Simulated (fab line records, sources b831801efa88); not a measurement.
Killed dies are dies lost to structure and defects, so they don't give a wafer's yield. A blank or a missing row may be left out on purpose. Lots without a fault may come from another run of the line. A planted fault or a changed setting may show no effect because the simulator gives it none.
fab line records | flow sfq_line | part 2 of 2: steps 26 to 35 of 35
record lots=5 wafers=15 last_day=86
route steps=325 shown L0V@20 M0@28 I0@43
lots that met no fault: from a run of the same line without faults
start_h: hours from the record's first day to the start of the lot's first wafer shown | wait_h: hours since the lot's step before | " the same as in the row above | L1.1+2: a row that stands for several wafers | - no value, or no start given | * or withheld: withheld | < > ~ a bound
route shown NAME@n: a module of which the file shows steps, and the number in the route of the first | usual: mean/standard deviation of fault-free wafers | same: alike in all rows | chamber/n: place in a boat | sites: the reading at each site | _std_site: their standard deviation | _edge_site: outer sites' mean less inner sites' | radius_mm: how far each site lies from the wafer's centre | mask NAME#n: copy n | behind: the tool/chamber that last shaped the wafer | hold: why the lot was held/for how many hours/how that ended | device: the transistor (n, p or np) that didn't switch | end of line: the same wafers' tests at the end of the route | a step without rows: its recipe alone | killed: dies lost to structure and defects at the first sort, not the wafer's yield | map: a wafer's dies, x killed, . not, _ none there
set.NAME: the setting as run; set.NAME@STEP: as run at that earlier step | model.NAME: the simulator's own value behind a step, which no gauge read
lots at some steps of the route; a table a step, a row a wafer
services: from which hour (start_h, from the record's first day; less than 0 if before it) a tool's chamber was out of use, for how many hours, and why
## steps
# step SFQ_TRILAYER_I0_METRO_MEASURE_029
# usual thk_nm=200.0/1.2
# columns lot.wafer tool chamber start_h wait_h thk_nm
L077.2 film_metro-01 - 279.95 0.3 199.5
L077.4 " - " " 198.1
L077.5 " - " " 198.5
L090.1 film_metro-04 - 404.61 0.1 201.7
L090.4 " - " " 200.2
L090.6 " - " " 200.0
L091.1 film_metro-02 - 419.47 0.1 199.5
L091.3 " - " " 200.7
L091.5 " - " " 200.1
L094.3 film_metro-02 - 455.44 0.5 201.4
L094.4 " - " " 200.4
L094.6 " - " " 199.3
L097.1 film_metro-02 - 481.98 0.1 199.2
L097.4 " - " " 199.7
L097.5 " - " " 200.3
# step SFQ_TRILAYER_I0_VIA_LITHO_COAT_036
# recipe resist=BARC spin_rpm=3000 resist_thk_nm=62
# usual dispense_pressure_kPa=47.1/2.8 exhaust_pa=44.9/0.91
# columns lot.wafer tool chamber start_h wait_h dispense_pressure_kPa exhaust_pa
L077.2 litho_track-04 0 281.00 0.8 51.1 43.0
L077.4 " 0 " " 51.0 44.0
L077.5 " 0 " " 51.1 44.7
L090.1 litho_track-03 0 405.81 1.0 45.2 44.0
L090.4 " 0 " " 45.2 45.7
L090.6 " 0 " " 45.2 44.5
L091.1 litho_track-01 0 420.67 1.0 45.2 44.7
L091.3 " 0 " " 45.3 44.8
L091.5 " 0 " " 45.3 45.5
L094.3 litho_track-03 0 456.34 0.7 45.1 45.9
L094.4 " 0 " " 45.2 45.5
L094.6 " 0 " " 45.2 45.9
L097.1 litho_track-04 0 483.18 1.0 51.1 44.0
L097.4 " 0 " " 51.1 44.1
L097.5 " 0 " " 51.0 44.7
# step SFQ_TRILAYER_I0_VIA_LITHO_COAT_031
# recipe resist=KrF spin_rpm=3000 resist_thk_nm=650
# usual dispense_pressure_kPa=47.1/2.8 exhaust_pa=45.2/0.83
# columns lot.wafer tool chamber start_h wait_h dispense_pressure_kPa exhaust_pa
L077.2 litho_track-04 0 281.30 0.2 51.1 45.6
L077.4 " 0 " " 51.0 45.7
L077.5 " 0 " " 51.1 46.0
L090.1 litho_track-03 0 406.11 0.2 45.2 44.3
L090.4 " 0 " " 45.2 44.6
L090.6 " 0 " " 45.2 44.2
L091.1 litho_track-01 0 420.97 0.2 45.3 44.2
L091.3 " 0 " " 45.2 44.4
L091.5 " 0 " " 45.2 45.2
L094.3 litho_track-03 0 456.64 0.2 45.1 46.3
L094.4 " 0 " " 45.2 46.0
L094.6 " 0 " " 45.2 44.6
L097.1 litho_track-04 0 483.48 0.2 51.0 44.5
L097.4 " 0 " " 51.1 45.8
L097.5 " 0 " " 51.1 45.2
# step SFQ_TRILAYER_I0_VIA_LITHO_SOFTBAKE_035
# recipe temp_c=withheld time_s=withheld resist=KrF
# usual exhaust_pa=45.3/0.76
# columns lot.wafer tool chamber start_h wait_h exhaust_pa
L077.2 litho_track-04 0 281.58 0.2 45.0
L077.4 " 0 " " 45.1
L077.5 " 0 " " 45.4
L090.1 litho_track-03 0 406.41 0.2 45.4
L090.4 " 0 " " 43.4
L090.6 " 0 " " 44.2
L091.1 litho_track-01 0 421.27 0.2 45.6
L091.3 " 0 " " 45.2
L091.5 " 0 " " 45.5
L094.3 litho_track-03 0 456.89 0.2 44.8
L094.4 " 0 " " 45.7
L094.6 " 0 " " 45.3
L097.1 litho_track-04 0 483.78 0.2 43.5
L097.4 " 0 " " 45.3
L097.5 " 0 " " 45.7
# step SFQ_TRILAYER_I0_VIA_LITHO_EXPOSE_032
# recipe mask_id=I0 na=0.6 source_shape=conventional sigma_outer=0.65 target_cd_nm=500 dose_mj=21.3
# columns lot.wafer tool chamber start_h wait_h mask
L077.2+4+5 krf_scanner-02 0 412.32 - I0#0
L090.1+4+6 krf_scanner-02 0 529.32 - I0#0
L091.1+3+5 krf_scanner-01 0 535.44 - I0#0
L094.3+4+6 krf_scanner-01 0 611.48 - I0#0
L097.1+4+5 krf_scanner-02 0 637.73 - I0#0
# step SFQ_TRILAYER_I0_VIA_LITHO_PEB_034
# recipe peb_temp_c=115 peb_time_s=60 resist=KrF
# usual exhaust_pa=44.8/0.93
# columns lot.wafer tool chamber start_h wait_h exhaust_pa
L077.2 litho_track-03 0 413.34 0.8 44.2
L077.4 " 0 " " 45.3
L077.5 " 0 " " 45.6
L090.1 litho_track-04 0 530.52 1.0 44.7
L090.4 " 0 " " 45.3
L090.6 " 0 " " 43.3
L091.1 litho_track-01 0 536.64 1.0 44.6
L091.3 " 0 " " 45.9
L091.5 " 0 " " 44.1
L094.3 litho_track-04 0 612.33 0.7 44.6
L094.4 " 0 " " 43.3
L094.6 " 0 " " 44.2
L097.1 litho_track-04 0 638.93 1.0 44.1
L097.4 " 0 " " 45.3
L097.5 " 0 " " 44.8
# step SFQ_TRILAYER_I0_VIA_LITHO_DEVELOP_033
# recipe time_s=60 resist=KrF
# usual exhaust_pa=45.0/0.88
# columns lot.wafer tool chamber start_h wait_h exhaust_pa
L077.2 litho_track-03 0 413.49 0.1 44.5
L077.4 " 0 " " 43.7
L077.5 " 0 " " 45.0
L090.1 litho_track-04 0 530.67 0.1 45.5
L090.4 " 0 " " 45.6
L090.6 " 0 " " 46.2
L091.1 litho_track-01 0 536.79 0.1 44.5
L091.3 " 0 " " 44.6
L091.5 " 0 " " 45.1
L094.3 litho_track-04 0 612.48 0.1 44.9
L094.4 " 0 " " 46.8
L094.6 " 0 " " 46.3
L097.1 litho_track-04 0 639.08 0.1 45.1
L097.4 " 0 " " 45.9
L097.5 " 0 " " 45.7
# step SFQ_I0_OVL_MEAS_908
# usual I0_OVL=-3/5.6
# columns lot.wafer tool chamber start_h wait_h I0_OVL[nm]
L077.2 overlay-02 - 413.62 0.1 -5
L077.4 " - " " -4
L077.5 " - " " 0
L090.1 overlay-02 - 530.82 0.1 -9
L090.4 " - " " -5
L090.6 " - " " -10
L091.1 overlay-01 - 536.94 0.1 -2
L091.3 " - " " -8
L091.5 " - " " -6
L094.3 overlay-01 - 612.59 0.1 1
L094.4 " - " " -2
L094.6 " - " " 2
L097.1 overlay-01 - 639.23 0.1 1
L097.4 " - " " -1
L097.5 " - " " 3
# step SFQ_TRILAYER_I0_VIA_BARC_OPEN_VIA_ETCH_046
# recipe mask_material=PR chemistry=O2 target_depth_nm=125 target=BARC source_w=500 bias_w=80 pressure_mtorr=30 time_s=41.7
# usual drypump_motor_current_A=5.6/0.31 oes_product_au=0.685/0.0045
# columns lot.wafer tool chamber start_h wait_h drypump_motor_current_A oes_product_au rf_hours_counter_h
L077.2 rie_diel-02 1 413.65 0.0 5.8 0.691 0
L077.4 " 1 " " 5.8 0.685 -
L077.5 " 3 " " 5.8 0.693 -
L090.1 rie_diel-03 3 530.85 0.0 5.1 0.684 22
L090.4 " 3 " " 5.1 0.679 -
L090.6 " 1 " " 4.8 0.673 -
L091.1 rie_diel-02 2 536.98 0.0 5.5 0.682 84
L091.3 " 0 " " 5.5 0.692 5
L091.5 " 0 " " 5.5 0.682 -
L094.3 rie_diel-02 0 612.62 0.0 5.5 0.687 6
L094.4 " 3 " " 5.8 0.686 -
L094.6 " 1 " " 5.7 0.690 -
L097.1 rie_diel-02 2 639.26 0.0 5.5 0.686 0
L097.4 " 1 " " 5.8 0.680 4
L097.5 " 2 " " 5.5 0.688 -
# step SFQ_TRILAYER_I0_VIA_ETCH_VIA_ETCH_034
# recipe target=SiO2 stop_on=Nb mask_material=PR taper_deg=20 chemistry=CHF3 target_depth_nm=260 source_w=500 bias_w=80 pressure_mtorr=30 time_s=withheld
# usual drypump_motor_current_A=5.6/0.31 oes_product_au=0.855/0.0056
# columns lot.wafer tool chamber start_h wait_h drypump_motor_current_A oes_product_au
L077.2 rie_diel-02 1 413.69 0.0 5.8 0.840
L077.4 " 1 " " 5.8 0.847
L077.5 " 3 " " 5.8 0.856
L090.1 rie_diel-03 3 530.89 0.0 5.1 0.854
L090.4 " 3 " " 5.1 0.856
L090.6 " 1 " " 4.8 0.851
L091.1 rie_diel-02 2 537.02 0.0 5.5 0.849
L091.3 " 0 " " 5.5 0.854
L091.5 " 0 " " 5.4 0.849
L094.3 rie_diel-02 0 612.66 0.0 5.5 0.859
L094.4 " 3 " " 5.8 0.852
L094.6 " 1 " " 5.8 0.855
L097.1 rie_diel-02 2 639.30 0.0 5.5 0.854
L097.4 " 1 " " 5.8 0.852
L097.5 " 2 " " 5.5 0.849
## services
# columns tool chamber start_h hours kind
krf_scanner-02 - 154.38 0.4 repair
krf_scanner-02 - 168.53 1.0 pm
krf_scanner-02 - 182.73 1.3 pm
rie_metal-01 1 194.26 33.8 repair
rie_metal-01 1 228.77 14.7 repair
krf_scanner-02 - 230.06 0.9 repair
krf_scanner-02 - 236.43 0.7 repair
rie_metal-01 - 238.92 0.2 repair
rie_metal-01 - 254.95 3.6 repair
rie_metal-01 0 258.46 30.1 repair
krf_scanner-02 - 262.63 0.8 pm
krf_scanner-02 - 290.84 0.4 repair
krf_scanner-02 - 334.01 1.0 pm
krf_scanner-02 - 359.07 1.3 pm
krf_scanner-02 - 361.74 4.4 pm
krf_scanner-02 - 431.32 0.8 pm
rie_metal-01 - 488.34 14.6 pm
krf_scanner-02 - 490.67 0.3 repair
krf_scanner-02 - 502.93 1.0 pm
rie_metal-01 - 533.97 1.4 pm
krf_scanner-02 - 535.32 1.3 pm
rie_metal-01 1 577.51 8.0 repair
rie_metal-01 0 588.85 6.9 repair
rie_metal-01 0 598.64 7.1 repair
